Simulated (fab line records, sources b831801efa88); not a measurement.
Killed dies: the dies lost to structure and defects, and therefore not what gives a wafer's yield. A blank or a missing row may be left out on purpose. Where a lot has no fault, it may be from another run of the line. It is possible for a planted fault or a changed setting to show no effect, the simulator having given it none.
Which tool was responsible? ; flow sky130 ; 11 lots with 33 wafers sampled at 4 steps, on a route of 708 steps

WHAT THE GAUGES SHOWED, per wafer
SKY_CAP2M_RS_MEAS_03: measurement is done with a four-point probe.
lot;measured;on;CAP2M_TIN_RS (ohm/sq)
L695;day 39 19:26;filmMetro-01;6.92 6.98 6.96
L697;day 41 00:16;filmMetro-03;6.89 6.93 6.89
L698;day 41 15:44;filmMetro-01;6.90 6.79 6.85
L701;day 42 04:41;filmMetro-03;6.96 6.93 6.87
L702;day 42 16:10;filmMetro-03;6.90 6.75 6.78
L703;day 42 23:01;filmMetro-03;6.95 6.84 6.83
L704;day 42 23:28;filmMetro-04;6.95 6.97 6.87
L710;day 44 08:00;filmMetro-01;6.73 6.81 6.69
L712;day 44 21:04;filmMetro-04;12.82 12.92 12.43 12.83 12.93 12.42
L714;day 45 12:08;filmMetro-04;12.77 13.34 12.95 12.77 13.32 12.97
L715;day 45 19:39;filmMetro-04;6.86 6.94 6.95

TOOL THAT RAN EACH LOT (tool first, then ch and the chambers of the sampled wafers, then the start)
lot;SKY_METAL3_STRIP_19;SKY_CAP2M_CVD_00;SKY_CAP2M_SPUTTER_02
L695;plasmaAsher-01 ch 0,1, day 38 14:52;pecvd-04 ch 0,1,2, day 39 19:13;pvdSputter-02, day 39 19:17
L697;plasmaAsher-03 ch 0,1, day 39 21:23;pecvd-01 ch 0,1,2, day 41 00:04;pvdSputter-02, day 41 00:09
L698;plasmaAsher-03 ch 0,1, day 40 12:47;pecvd-03 ch 0,1,2, day 41 15:33;pvdSputter-02, day 41 15:38
L701;plasmaAsher-04 ch 0,1, day 41 01:41;pecvd-01 ch 1,2, day 42 04:28;pvdSputter-01, day 42 04:33
L702;plasmaAsher-03 ch 0,1, day 41 13:19;pecvd-03 ch 0,2, day 42 15:58;pvdSputter-01, day 42 16:03
L703;plasmaAsher-04 ch 1, day 41 20:29;pecvd-01 ch 0,1,2, day 42 22:49;pvdSputter-04, day 42 22:54
L704;plasmaAsher-04 ch 0,1, day 41 20:50;pecvd-04 ch 1,2, day 42 23:16;pvdSputter-02, day 42 23:20
L710;plasmaAsher-03 ch 0,1, day 43 05:55;pecvd-04 ch 1,2, day 44 07:49;pvdSputter-01, day 44 07:53
L712;plasmaAsher-04 ch 0,1, day 43 20:16;pecvd-04 ch 1,2, day 44 20:52;pvdSputter-01, day 44 20:58
L714;plasmaAsher-04 ch 0,1, day 44 11:56;pecvd-03 ch 0,1, day 45 11:55;pvdSputter-01, day 45 12:01
L715;plasmaAsher-01 ch 0,1, day 44 18:59;pecvd-03 ch 0,2, day 45 19:26;pvdSputter-02, day 45 19:32
- SKY_METAL3_STRIP_19: strips in O2/N2.
- SKY_CAP2M_CVD_00: deposits SiO2, target thk 15.5 nm.
- SKY_CAP2M_SPUTTER_02: material TiN, target thk 200 nm, time 166.7 s.

THE ANSWER, worked out from the rows above alone
Rule: the lots themselves supply what counts as usual. Put in order of their means at a reading, lots are off if they are a third of the lots or fewer, leave a main group of 4 or more, and stand apart from it by a gap of 3 or more times the standard deviation of the main group's means; of several such gaps the widest counts. If all means in a main group match to the digits the tables above print for the reading, that group is not used. A lot without any number at a reading at which 4 lots or more have one is off too. Any other lot the step has rows for is counted as sound.
Off: L712, L714, at SKY_CAP2M_RS_MEAS_03 (CAP2M_TIN_RS). Mean 6.88 ohm/sq and standard deviation 0.063 in the main group.
A tool fits if, at a process step before that reading, it ran every lot that is off, and no sound lot after the first of them. The gauges at SKY_CAP2M_RS_MEAS_03 are tried like those tools. 2 tools fit, plasmaAsher-04 at SKY_METAL3_STRIP_19 and pvdSputter-01 at SKY_CAP2M_SPUTTER_02, so this cannot tell which one it is.

WHAT WAS PUT IN BY THE SIMULATOR
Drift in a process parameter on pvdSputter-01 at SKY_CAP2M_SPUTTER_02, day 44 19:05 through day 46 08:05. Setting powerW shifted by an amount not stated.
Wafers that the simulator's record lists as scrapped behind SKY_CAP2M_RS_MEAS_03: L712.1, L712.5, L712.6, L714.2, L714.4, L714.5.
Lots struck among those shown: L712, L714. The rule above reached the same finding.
